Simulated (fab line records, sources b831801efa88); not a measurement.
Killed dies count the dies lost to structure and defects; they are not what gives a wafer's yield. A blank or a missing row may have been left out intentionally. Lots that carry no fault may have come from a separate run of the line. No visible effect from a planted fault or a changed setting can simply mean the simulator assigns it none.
fab line records    flow sky130
[record] lots = 12  wafers = 36  last-day = 50
route steps=708 shown VT_ADJUST_NCORE@128 CONTACT@406 METAL1@437
lots untouched by any fault: they come from a run of this same line in which no faults occurred
start-h: start of the lot's first displayed wafer, in hours after the record's first day    wait-h: hours elapsed since this lot's preceding step    " repeats the value in the row above    L1.1+2: a single row standing in for several wafers    - no value, or no start was given    * or withheld: withheld    < > ~ a bound
route shown NAME@n: names a module that has steps shown in the file, with the first one's number in the route    usual: mean/standard deviation taken from wafers without a fault    same: alike in all rows    chamber/n: place in a boat    sites: readings site by site    _std_site: standard deviation across them    _edge_site: inner sites' mean taken away from outer sites' mean    radius-mm: for every site, how far away it sits from the centre of the wafer    mask NAME#n: copy n    behind: tool/chamber where the wafer was last shaped    hold: the reason the lot was held/the length of the hold in hours/how it ended    device: which transistor (n, p or np) failed to switch    end of line: at the end of the route, the tests of the same wafers    a step with no rows: only its recipe    killed: dies lost to structure and defects at the first sort, not the wafer's yield    map: the dies of a wafer, with x for killed, . for not killed, _ for no die there
set.NAME: the run value of the setting; set.NAME@STEP: its run value at that earlier step    model.NAME: the simulator's own value behind a step, which no gauge read
route steps across a sampled set of lots; one table per step, one row per wafer
services: a tool's chamber out of use, with start hour (start-h, from the record's first day; less than 0 if before it), hours out, and reason
[[steps]]
[step SKY_VT_ADJUST_NCORE_IMPLANT_09]
[recipe] species = B  energy-kev = 10  dose-cm2 = 2.4e+12  tilt-deg = withheld
[usual] beam-on-s = 10.02/0.2  end-station-pressure-torr = 4.97e-06/2.5e-07  faraday-current-uA = 13.52/0.27
lot.wafer  tool          chamber  start-h  wait-h  beam-on-s  end-station-pressure-torr  faraday-current-uA
L937.1     implanter-01  0        186.92   0.0     10.13      4.53e-06                   13.47
L937.3     "             0        "        "       9.71       4.81e-06                   13.94
L937.6     "             0        "        "       9.77       4.9e-06                    13.86
L940.4     implanter-01  0        211.70   0.1     9.90       5.56e-06                   13.74
L940.5     "             0        "        "       10.36      5e-06                      13.03
L940.6     "             0        "        "       10.06      5.33e-06                   13.42
L941.1     implanter-04  0        212.63   0.0     9.90       4.73e-06                   13.61
L941.3     "             0        "        "       9.65       5.12e-06                   13.99
L941.6     "             0        "        "       9.93       5.12e-06                   13.68
L942.1     implanter-04  0        229.57   0.0     10.00      5.18e-06                   13.55
L942.3     "             0        "        "       10.22      4.91e-06                   13.27
L942.5     "             0        "        "       10.12      5.25e-06                   13.34
L943.1     implanter-01  0        230.11   0.0     10.06      4.98e-06                   13.49
L943.2     "             0        "        "       9.87       4.64e-06                   13.71
L943.6     "             0        "        "       9.79       4.79e-06                   13.82
L944.3     implanter-02  0        234.66   0.1     10.14      4.72e-06                   13.30
L944.4     "             0        "        "       9.93       5.38e-06                   13.66
L944.5     "             0        "        "       10.11      5.1e-06                    13.34
L945.1     implanter-01  0        243.62   0.0     10.26      4.98e-06                   13.17
L945.3     "             0        "        "       10.00      4.59e-06                   13.51
L945.6     "             0        "        "       10.13      5.54e-06                   13.36
L947.1     implanter-01  0        254.77   0.0     9.91       5.15e-06                   13.74
L947.5     "             0        "        "       10.12      5.06e-06                   13.42
L947.6     "             0        "        "       10.07      4.98e-06                   13.48
L951.4     implanter-01  0        281.68   0.1     11.13      7.889e-05                  11.96
L951.5     "             0        "        "       11.58      8.555e-05                  11.51
L951.6     "             0        "        "       11.95      7.961e-05                  11.17
L953.1     implanter-01  0        299.91   0.0     11.47      7.838e-05                  11.59
L953.4     "             0        "        "       11.77      7.909e-05                  11.29
L953.6     "             0        "        "       11.79      7.529e-05                  11.28
L959.2     implanter-04  0        338.24   0.0     9.82       5.37e-06                   13.78
L959.4     "             0        "        "       10.06      4.78e-06                   13.48
L959.6     "             0        "        "       10.25      5.15e-06                   13.25
L960.4     implanter-04  0        346.80   0.1     9.90       4.91e-06                   13.67
L960.5     "             0        "        "       10.44      5.1e-06                    12.96
L960.6     "             0        "        "       10.08      5.26e-06                   13.44
[step SKY_VT_ADJUST_NCORE_TW_MEAS_11]
[usual] VT_ADJUST_NCORE_TW = 220.1/1.4
lot.wafer  tool           chamber  start-h  wait-h  hold                      VT_ADJUST_NCORE_TW
L937.1     film-metro-03  -        187.17   0.1     -                         220.8
L937.3     "              -        "        "       -                         220.7
L937.6     "              -        "        "       -                         220.6
L940.4     film-metro-03  -        211.91   0.1     -                         218.7
L940.5     "              -        "        "       -                         218.9
L940.6     "              -        "        "       -                         218.8
L941.1     film-metro-04  -        212.88   0.1     -                         221.1
L941.3     "              -        "        "       -                         222.1
L941.6     "              -        "        "       -                         221.2
L942.1     film-metro-04  -        229.82   0.1     -                         220.2
L942.3     "              -        "        "       -                         219.9
L942.5     "              -        "        "       -                         219.8
L943.1     film-metro-03  -        230.36   0.1     -                         220.6
L943.2     "              -        "        "       -                         219.5
L943.6     "              -        "        "       -                         219.1
L944.3     film-metro-03  -        234.88   0.1     -                         220.6
L944.4     "              -        "        "       -                         220.0
L944.5     "              -        "        "       -                         220.7
L945.1     film-metro-03  -        243.87   0.1     -                         219.1
L945.3     "              -        "        "       -                         217.7
L945.6     "              -        "        "       -                         219.9
L947.1     film-metro-01  -        255.02   0.1     -                         218.5
L947.5     "              -        "        "       -                         218.6
L947.6     "              -        "        "       -                         219.1
L951.4     film-metro-01  -        281.89   0.1     await-dispo/0.2h/release  227.6
L951.5     "              -        "        "       await-dispo/0.2h/release  228.5
L951.6     "              -        "        "       await-dispo/0.2h/release  227.9
L951.4     film-metro-01  -        282.11   0.2     -                         228.3
L951.5     "              -        "        "       -                         227.8
L951.6     "              -        "        "       -                         228.3
L953.1     film-metro-01  -        300.16   0.1     await-dispo/0.2h/release  228.2
L953.4     "              -        "        "       await-dispo/0.2h/release  228.5
L953.6     "              -        "        "       await-dispo/0.2h/release  228.3
L953.1     film-metro-01  -        300.39   0.2     -                         228.8
L953.4     "              -        "        "       -                         228.1
L953.6     "              -        "        "       -                         228.5
L959.2     film-metro-04  -        338.47   0.1     -                         222.3
L959.4     "              -        "        "       -                         220.8
L959.6     "              -        "        "       -                         222.2
L960.4     film-metro-01  -        347.01   0.1     -                         216.2
L960.5     "              -        "        "       -                         217.7
L960.6     "              -        "        "       -                         217.8
[step SKY_CONTACT_CVD_00]
[recipe] material = Si3N4  target-thk-nm = 75  temp-c = 400  time-s = withheld  rf-w = 450
[usual] heater-power-w = 706/75
lot.wafer  tool      chamber  start-h  wait-h  heater-power-w
L937.1     pecvd-04  0        712.60   0.0     812
L937.3     "         1        "        "       541
L937.6     "         1        "        "       549
L940.4     pecvd-01  0        743.43   0.0     684
L940.5     "         1        "        "       764
L940.6     "         2        "        "       629
L941.1     pecvd-04  1        744.02   0.0     588
L941.3     "         0        "        "       847
L941.6     "         1        "        "       598
L942.1     pecvd-03  1        762.03   0.0     788
L942.3     "         0        "        "       703
L942.5     "         0        "        "       676
L943.1     pecvd-04  0        763.99   0.0     783
L943.2     "         2        "        "       724
L943.6     "         1        "        "       603
L944.3     pecvd-03  0        768.83   0.0     709
L944.4     "         2        "        "       654
L944.5     "         0        "        "       705
L945.1     pecvd-04  0        776.78   0.0     690
L945.3     "         1        "        "       526
L945.6     "         1        "        "       530
L947.1     pecvd-03  1        790.01   0.0     726
L947.5     "         0        "        "       622
L947.6     "         1        "        "       755
L951.4     pecvd-03  2        815.91   0.0     757
L951.5     "         1        "        "       750
L951.6     "         0        "        "       715
L953.1     pecvd-03  0        838.65   0.0     657
L953.4     "         2        "        "       801
L953.6     "         0        "        "       657
L959.2     pecvd-01  2        877.13   0.0     608
L959.4     "         1        "        "       774
L959.6     "         2        "        "       620
L960.4     pecvd-03  1        885.08   0.0     709
L960.5     "         2        "        "       766
L960.6     "         0        "        "       646
[step SKY_CONTACT_CVD_24]
[recipe] material = W  target-thk-nm = 340  time-s = 102.12  temp-c = 400  pressure-torr = 40
[usual] heater-power-w = 794/26
[same] time-s = 102.12
lot.wafer  tool      chamber  start-h  wait-h  heater-power-w
L937.1     cvd-w-02  0        742.26   0.0     769
L937.3     "         0        "        "       765
L937.6     "         0        "        "       784
L940.4     cvd-w-01  0        772.57   0.1     792
L940.5     "         1        "        "       852
L940.6     "         0        "        "       809
L941.1     cvd-w-02  0        776.73   0.0     778
L941.3     "         0        "        "       780
L941.6     "         0        "        "       758
L942.1     cvd-w-02  1        790.82   0.0     799
L942.3     "         1        "        "       791
L942.5     "         0        "        "       772
L943.1     cvd-w-01  1        792.71   0.0     830
L943.2     "         0        "        "       777
L943.6     "         1        "        "       841
L944.3     cvd-w-02  0        797.07   0.1     768
L944.4     "         1        "        "       791
L944.5     "         0        "        "       781
L945.1     cvd-w-02  1        805.12   0.0     784
L945.3     "         0        "        "       781
L945.6     "         1        "        "       815
L947.1     cvd-w-02  0        817.75   0.0     767
L947.5     "         1        "        "       802
L947.6     "         0        "        "       802
L951.4     cvd-w-02  0        843.43   0.1     776
L951.5     "         0        "        "       767
L951.6     "         1        "        "       792
L953.1     cvd-w-02  0        866.29   0.0     770
L953.4     "         1        "        "       807
L953.6     "         1        "        "       809
L959.2     cvd-w-02  0        904.44   0.0     781
L959.4     "         1        "        "       805
L959.6     "         1        "        "       783
L960.4     cvd-w-02  0        911.81   0.1     771
L960.5     "         1        "        "       816
L960.6     "         0        "        "       761
[step SKY_METAL1_SPUTTER_03]
[recipe] material = Ti  target-thk-nm = 5  power-w = 3000  time-s = 3.3  chamber-pressure-pa = 0.4
[usual] throttle-valve-pct = 30.2/0.95
[same] time-s = 3.3
lot.wafer  tool            chamber  start-h  wait-h  throttle-valve-pct
L937.1     pvd-sputter-01  -        742.93   0.0     32.7
L937.3     "               -        "        "       30.5
L937.6     "               -        "        "       30.1
L940.4     pvd-sputter-03  -        773.20   0.0     29.7
L940.5     "               -        "        "       29.8
L940.6     "               -        "        "       29.0
L941.1     pvd-sputter-01  -        777.40   0.0     30.2
L941.3     "               -        "        "       31.5
L941.6     "               -        "        "       30.1
L942.1     pvd-sputter-04  -        791.48   0.0     29.9
L942.3     "               -        "        "       29.1
L942.5     "               -        "        "       29.3
L943.1     pvd-sputter-01  -        793.37   0.0     30.1
L943.2     "               -        "        "       32.6
L943.6     "               -        "        "       32.4
L944.3     pvd-sputter-04  -        797.69   0.0     29.9
L944.4     "               -        "        "       30.5
L944.5     "               -        "        "       29.3
L945.1     pvd-sputter-03  -        805.78   0.0     30.0
L945.3     "               -        "        "       29.7
L945.6     "               -        "        "       31.4
L947.1     pvd-sputter-04  -        818.42   0.0     29.9
L947.5     "               -        "        "       30.4
L947.6     "               -        "        "       29.1
L951.4     pvd-sputter-04  -        844.06   0.0     30.2
L951.5     "               -        "        "       29.3
L951.6     "               -        "        "       30.1
L953.1     pvd-sputter-04  -        866.95   0.0     30.4
L953.4     "               -        "        "       29.4
L953.6     "               -        "        "       29.9
L959.2     pvd-sputter-04  -        905.10   0.0     29.6
L959.4     "               -        "        "       30.0
L959.6     "               -        "        "       29.3
L960.4     pvd-sputter-01  -        912.44   0.0     32.9
L960.5     "               -        "        "       31.6
L960.6     "               -        "        "       32.6
[[services]]
tool            chamber  start-h  hours  kind
implanter-01    -        174.64   0.7    repair
implanter-01    -        205.65   5.2    pm
implanter-01    -        219.23   9.8    pm
cvd-w-02        -        235.94   2.8    repair
cvd-w-02        -        245.14   2.8    pm
cvd-w-02        1        355.61   2.6    repair
cvd-w-02        -        390.00   14.0   pm
implanter-01    -        409.86   3.3    repair
cvd-w-02        1        437.04   1.8    repair
pvd-sputter-04  -        470.79   13.3   repair
pecvd-03        1        484.30   23.8   repair
pvd-sputter-04  -        497.02   3.9    repair
cvd-w-02        -        498.55   0.8    repair
pecvd-03        -        532.44   2.8    pm
cvd-w-02        -        533.72   2.7    repair
pvd-sputter-04  -        550.17   1.0    repair
pvd-sputter-04  -        584.20   2.3    repair
implanter-01    -        593.28   2.6    repair
pvd-sputter-04  -        609.44   3.4    repair
implanter-01    -        694.65   3.7    pm
implanter-01    -        727.17   2.0    repair
cvd-w-02        -        738.51   2.4    repair
implanter-01    -        758.13   1.7    repair
implanter-01    -        912.18   1.6    repair
[[key]]
[first-sign] step = SKY_VT_ADJUST_NCORE_IMPLANT_09  reading = end-station-pressure-torr  direction = up  sigmas = 99+  usual = 4.97e-06  struck = 7.947e-05
[effect] step = SKY_VT_ADJUST_NCORE_IMPLANT_09  reading = beam-on-s  direction = up  sigmas = 7.9  usual = 10.02  struck = 11.61
[effect] step = SKY_VT_ADJUST_NCORE_TW_MEAS_11  reading = visit  direction = added
[effect] step = SKY_VT_ADJUST_NCORE_TW_MEAS_11  reading = VT_ADJUST_NCORE_TW  direction = up  sigmas = 6  usual = 220.1  struck = 228.2
met-at SKY_VT_ADJUST_NCORE_IMPLANT_09
struck-lots L951,L953
tester-left-out L951,L953
not-acting-at SKY_CONTACT_CVD_00,SKY_CONTACT_CVD_24,SKY_METAL1_SPUTTER_03
onset-between 254.77 281.68
[fault] kind = process-parameter-drift  tool = implanter-01  chamber = -  onset-h = 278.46  steps = SKY_VT_ADJUST_NCORE_IMPLANT_09  channel = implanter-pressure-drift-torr  offset = 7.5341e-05  shape = step  end-h = 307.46
[fault] kind = process-parameter-drift  tool = implanter-01  chamber = -  onset-h = 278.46  steps = SKY_VT_ADJUST_NCORE_IMPLANT_09  channel = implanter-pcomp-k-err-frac  offset = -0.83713  shape = step  end-h = 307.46
// tester-left-out: of these lots the tester's yield and bins aren't shown, on N5 and GAA mostly nor the transistor test; their killed dies are dies lost to structure and defects alone, not to doping, threshold or leakage, so they don't give the yield
